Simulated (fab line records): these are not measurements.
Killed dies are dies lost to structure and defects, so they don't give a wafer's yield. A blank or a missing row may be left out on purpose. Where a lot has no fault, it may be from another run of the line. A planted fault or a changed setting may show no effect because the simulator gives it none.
Which tool was responsible? :: flow sky130 :: 12 lots, 36 wafers sampled, at 5 steps of a route of 708

== WHAT THE GAUGES SHOWED, per wafer ==
The record holds no reading of a measuring or inspecting step that can be judged against a usual standard deviation.

== WHAT TOOL EACH LOT RAN ON (gives the tool, then ch and the chambers of the sampled wafers, and finally the start) ==
lot: L294
SKY_CONTACT_CMP_27: cmp-02 ch 0,2,3, day 31 20:03
SKY_METAL1_SPUTTER_00: pvd_sputter-02, day 31 20:18
SKY_VIA1_SOFTBAKE_08: litho_track-01 ch 0, day 33 14:00
SKY_VIA1_SPUTTER_20: pvd_sputter-03, day 34 04:53
SKY_PAD_OPEN_PROBE_99: prober-02, day 46 00:49

lot: L296
SKY_CONTACT_CMP_27: cmp-01 ch 1,3, day 32 08:23
SKY_METAL1_SPUTTER_00: pvd_sputter-03, day 32 08:38
SKY_VIA1_SOFTBAKE_08: litho_track-01 ch 0, day 34 01:00
SKY_VIA1_SPUTTER_20: pvd_sputter-03, day 34 17:02
SKY_PAD_OPEN_PROBE_99: -

lot: L298
SKY_CONTACT_CMP_27: cmp-01 ch 1,2,3, day 33 16:27
SKY_METAL1_SPUTTER_00: pvd_sputter-01, day 33 16:45
SKY_VIA1_SOFTBAKE_08: litho_track-04 ch 0, day 35 10:00
SKY_VIA1_SPUTTER_20: pvd_sputter-01, day 36 00:22
SKY_PAD_OPEN_PROBE_99: -

lot: L300
SKY_CONTACT_CMP_27: cmp-01 ch 0,1,3, day 34 02:35
SKY_METAL1_SPUTTER_00: pvd_sputter-01, day 34 02:53
SKY_VIA1_SOFTBAKE_08: litho_track-03 ch 0, day 35 19:00
SKY_VIA1_SPUTTER_20: pvd_sputter-04, day 36 09:44
SKY_PAD_OPEN_PROBE_99: -

lot: L301
SKY_CONTACT_CMP_27: cmp-01 ch 1,2,3, day 34 07:32
SKY_METAL1_SPUTTER_00: pvd_sputter-02, day 34 07:50
SKY_VIA1_SOFTBAKE_08: litho_track-01 ch 0, day 36 01:00
SKY_VIA1_SPUTTER_20: pvd_sputter-03, day 36 15:25
SKY_PAD_OPEN_PROBE_99: -

lot: L302
SKY_CONTACT_CMP_27: cmp-02 ch 0,2,3, day 34 17:43
SKY_METAL1_SPUTTER_00: pvd_sputter-03, day 34 17:55
SKY_VIA1_SOFTBAKE_08: litho_track-01 ch 0, day 36 10:00
SKY_VIA1_SPUTTER_20: pvd_sputter-01, day 37 00:26
SKY_PAD_OPEN_PROBE_99: -

lot: L304
SKY_CONTACT_CMP_27: cmp-01 ch 0,1,2, day 36 02:10
SKY_METAL1_SPUTTER_00: pvd_sputter-02, day 36 02:28
SKY_VIA1_SOFTBAKE_08: litho_track-01 ch 0, day 37 18:00
SKY_VIA1_SPUTTER_20: pvd_sputter-01, day 38 08:14
SKY_PAD_OPEN_PROBE_99: -

lot: L303
SKY_CONTACT_CMP_27: cmp-02 ch 0,3, day 36 04:42
SKY_METAL1_SPUTTER_00: pvd_sputter-02, day 36 05:00
SKY_VIA1_SOFTBAKE_08: litho_track-01 ch 0, day 37 22:00
SKY_VIA1_SPUTTER_20: pvd_sputter-01, day 38 12:14
SKY_PAD_OPEN_PROBE_99: prober-02, day 49 06:46

lot: L309
SKY_CONTACT_CMP_27: cmp-02 ch 1,3, day 36 16:12
SKY_METAL1_SPUTTER_00: pvd_sputter-03, day 36 16:27
SKY_VIA1_SOFTBAKE_08: litho_track-04 ch 0, day 38 08:00
SKY_VIA1_SPUTTER_20: pvd_sputter-01, day 38 21:32
SKY_PAD_OPEN_PROBE_99: -

lot: L312
SKY_CONTACT_CMP_27: cmp-02 ch 0,2,3, day 38 06:14
SKY_METAL1_SPUTTER_00: pvd_sputter-03, day 38 06:29
SKY_VIA1_SOFTBAKE_08: litho_track-04 ch 0, day 39 21:00
SKY_VIA1_SPUTTER_20: pvd_sputter-04, day 40 10:39
SKY_PAD_OPEN_PROBE_99: prober-02, day 50 12:15

lot: L315
SKY_CONTACT_CMP_27: cmp-02 ch 1,2,3, day 38 19:34
SKY_METAL1_SPUTTER_00: pvd_sputter-03, day 38 19:52
SKY_VIA1_SOFTBAKE_08: litho_track-03 ch 0, day 40 11:00
SKY_VIA1_SPUTTER_20: pvd_sputter-01, day 40 23:52
SKY_PAD_OPEN_PROBE_99: -

lot: L316
SKY_CONTACT_CMP_27: cmp-02 ch 0,1,2, day 38 21:59
SKY_METAL1_SPUTTER_00: pvd_sputter-03, day 38 22:08
SKY_VIA1_SOFTBAKE_08: litho_track-04 ch 0, day 40 12:00
SKY_VIA1_SPUTTER_20: pvd_sputter-03, day 41 01:17
SKY_PAD_OPEN_PROBE_99: -
- SKY_CONTACT_CMP_27: polishes, stops on SiO2, t overpolish 15 s, target thk 0 nm.
- SKY_METAL1_SPUTTER_00: material Ti, target thk 15 nm, time 10 s.
- SKY_VIA1_SOFTBAKE_08: time 90 s.
- SKY_VIA1_SPUTTER_20: material TiN, target thk 20 nm, time 80 s.
- SKY_PAD_OPEN_PROBE_99

== WHAT THE TOOLS THEMSELVES READ (means of the sampled wafers that have a number; where no wafer has one, the mark that the record gives instead) ==
SKY_CONTACT_CMP_27.
lot: L294
tool: cmp-02
motor_current_A (A): 10.8
overpolish_run_s (s): 14.995
time_to_endpoint_s (s): 80.6

lot: L296
tool: cmp-01
motor_current_A (A): 11.3
overpolish_run_s (s): 15.004
time_to_endpoint_s (s): 87.8

lot: L298
tool: cmp-01
motor_current_A (A): 11.9
overpolish_run_s (s): 15.002
time_to_endpoint_s (s): 80.4

lot: L300
tool: cmp-01
motor_current_A (A): 10.7
overpolish_run_s (s): 15.006
time_to_endpoint_s (s): 86.6

lot: L301
tool: cmp-01
motor_current_A (A): 11.7
overpolish_run_s (s): 15.003
time_to_endpoint_s (s): 82.4

lot: L302
tool: cmp-02
motor_current_A (A): 10.9
overpolish_run_s (s): 14.994
time_to_endpoint_s (s): 82.8

lot: L304
tool: cmp-01
motor_current_A (A): 11.2
overpolish_run_s (s): 14.999
time_to_endpoint_s (s): 82.0

lot: L303
tool: cmp-02
motor_current_A (A): 11.3
overpolish_run_s (s): 14.990
time_to_endpoint_s (s): 82.8

lot: L309
tool: cmp-02
motor_current_A (A): 11.4
overpolish_run_s (s): 14.994
time_to_endpoint_s (s): 86.5

lot: L312
tool: cmp-02
motor_current_A (A): 10.8
overpolish_run_s (s): 15.000
time_to_endpoint_s (s): 82.8

lot: L315
tool: cmp-02
motor_current_A (A): 11.9
overpolish_run_s (s): 15.005
time_to_endpoint_s (s): 85.6

lot: L316
tool: cmp-02
motor_current_A (A): 10.6
overpolish_run_s (s): 14.997
time_to_endpoint_s (s): 84.8

SKY_METAL1_SPUTTER_00.
lot: L294
tool: pvd_sputter-02
throttle_valve_pct (%): 31.0

lot: L296
tool: pvd_sputter-03
throttle_valve_pct (%): 30.7

lot: L298
tool: pvd_sputter-01
throttle_valve_pct (%): 30.0

lot: L300
tool: pvd_sputter-01
throttle_valve_pct (%): 30.1

lot: L301
tool: pvd_sputter-02
throttle_valve_pct (%): 30.5

lot: L302
tool: pvd_sputter-03
throttle_valve_pct (%): 30.3

lot: L304
tool: pvd_sputter-02
throttle_valve_pct (%): 30.8

lot: L303
tool: pvd_sputter-02
throttle_valve_pct (%): 30.7

lot: L309
tool: pvd_sputter-03
throttle_valve_pct (%): 30.0

lot: L312
tool: pvd_sputter-03
throttle_valve_pct (%): 30.0

lot: L315
tool: pvd_sputter-03
throttle_valve_pct (%): 30.4

lot: L316
tool: pvd_sputter-03
throttle_valve_pct (%): 30.0

SKY_VIA1_SOFTBAKE_08.
lot: L294
tool: litho_track-01
exhaust_pa (Pa): 45.2
heater_power_total_W (W): 57.39
plate_temp_C (C): 99.94

lot: L296
tool: litho_track-01
exhaust_pa (Pa): 45.1
heater_power_total_W (W): 57.40
plate_temp_C (C): 100.01

lot: L298
tool: litho_track-04
exhaust_pa (Pa): 45.4
heater_power_total_W (W): 57.34
plate_temp_C (C): 99.81

lot: L300
tool: litho_track-03
exhaust_pa (Pa): 45.0
heater_power_total_W (W): 57.40
plate_temp_C (C): 100.10

lot: L301
tool: litho_track-01
exhaust_pa (Pa): 45.1
heater_power_total_W (W): 57.39
plate_temp_C (C): 100.13

lot: L302
tool: litho_track-01
exhaust_pa (Pa): 45.9
heater_power_total_W (W): 57.39
plate_temp_C (C): 99.93

lot: L304
tool: litho_track-01
exhaust_pa (Pa): 45.2
heater_power_total_W (W): 56.65
plate_temp_C (C): 99.23

lot: L303
tool: litho_track-01
exhaust_pa (Pa): 45.2
heater_power_total_W (W): 56.61
plate_temp_C (C): 99.09

lot: L309
tool: litho_track-04
exhaust_pa (Pa): 44.7
heater_power_total_W (W): 57.44
plate_temp_C (C): 99.73

lot: L312
tool: litho_track-04
exhaust_pa (Pa): 45.0
heater_power_total_W (W): 57.32
plate_temp_C (C): 99.89

lot: L315
tool: litho_track-03
exhaust_pa (Pa): 43.8
heater_power_total_W (W): 57.43
plate_temp_C (C): 99.94

lot: L316
tool: litho_track-04
exhaust_pa (Pa): 44.4
heater_power_total_W (W): 57.41
plate_temp_C (C): 99.89

SKY_VIA1_SPUTTER_20.
lot: L294
tool: pvd_sputter-03
throttle_valve_pct (%): 30.2

lot: L296
tool: pvd_sputter-03
throttle_valve_pct (%): 30.5

lot: L298
tool: pvd_sputter-01
throttle_valve_pct (%): 30.5

lot: L300
tool: pvd_sputter-04
throttle_valve_pct (%): 30.8

lot: L301
tool: pvd_sputter-03
throttle_valve_pct (%): 29.8

lot: L302
tool: pvd_sputter-01
throttle_valve_pct (%): 31.0

lot: L304
tool: pvd_sputter-01
throttle_valve_pct (%): 30.7

lot: L303
tool: pvd_sputter-01
throttle_valve_pct (%): 30.8

lot: L309
tool: pvd_sputter-01
throttle_valve_pct (%): 29.8

lot: L312
tool: pvd_sputter-04
throttle_valve_pct (%): 30.8

lot: L315
tool: pvd_sputter-01
throttle_valve_pct (%): 29.9

lot: L316
tool: pvd_sputter-03
throttle_valve_pct (%): 30.6

SKY_PAD_OPEN_PROBE_99.
lot: L294
tool: prober-02
defect_limited_yield (%): 81.3
killed_at_M0_to_M3: 47
killed_at_M4_up: 4.3
killed_at_contacts: 22
killed_at_front_end: 19
killed_at_other: 0.3
killed_dies: 92
killed_open: 54
killed_short: 38
sort_bin_3_pad_short (%): 0.5
sort_bin_5_function (%): 11.4
sort_bin_6_memory (%): 6.8
sort_n_pass: 400
sort_yield_pct (%): 81.3

lot: L303
tool: prober-02
defect_limited_yield (%): 83.7
killed_at_M0_to_M3: 45
killed_at_M4_up: 4.0
killed_at_contacts: 18
killed_at_front_end: 13
killed_at_other: 0.0
killed_dies: 80
killed_open: 41
killed_short: 40
sort_bin_3_pad_short (%): 0.7
sort_bin_5_function (%): 9.9
sort_bin_6_memory (%): 5.8
sort_n_pass: 412
sort_yield_pct (%): 83.7

lot: L312
tool: prober-02
defect_limited_yield (%): 84.3
killed_at_M0_to_M3: 42
killed_at_M4_up: 4.0
killed_at_contacts: 21
killed_at_front_end: 10
killed_at_other: 0.0
killed_dies: 77
killed_open: 39
killed_short: 38
sort_bin_3_pad_short (%): 1.6
sort_bin_5_function (%): 9.3
sort_bin_6_memory (%): 4.7
sort_n_pass: 415
sort_yield_pct (%): 84.3

== THE ANSWER, worked out from the rows above alone ==
Rule: the lots themselves supply what counts as usual. Put in order of their means at a reading, lots are off if they are a third of the lots or fewer, leave a main group of 4 or more, and stand apart from it by a gap of 3 or more times the standard deviation of the main group's means; of several such gaps the widest counts. A main group whose means are all the same, to the digits that the tables above print for the reading, isn't used. A lot without any number at a reading at which 4 lots or more have one is off too. The other lots that the step has rows for count as sound. After the gauges, taken in route order, come the tools' own readings; for these a lot's mean is taken, as printed above. At the first step where some lot is off, the reading lying furthest off is the one used; lots without a number count as furthest.
Off: L304, L303 (SKY_VIA1_SOFTBAKE_08, heater_power_total_W). The main group has a mean of 57.39 W with a standard deviation of 0.035.
If a tool, at that step or one of the process steps before it, ran each lot that is off and ran no sound lot following the first of them, it fits. Undecided on this evidence; 2 tools fit (pvd_sputter-02 at SKY_METAL1_SPUTTER_00, litho_track-01 at SKY_VIA1_SOFTBAKE_08).

== WHAT THE SIMULATOR HAD PUT IN ==
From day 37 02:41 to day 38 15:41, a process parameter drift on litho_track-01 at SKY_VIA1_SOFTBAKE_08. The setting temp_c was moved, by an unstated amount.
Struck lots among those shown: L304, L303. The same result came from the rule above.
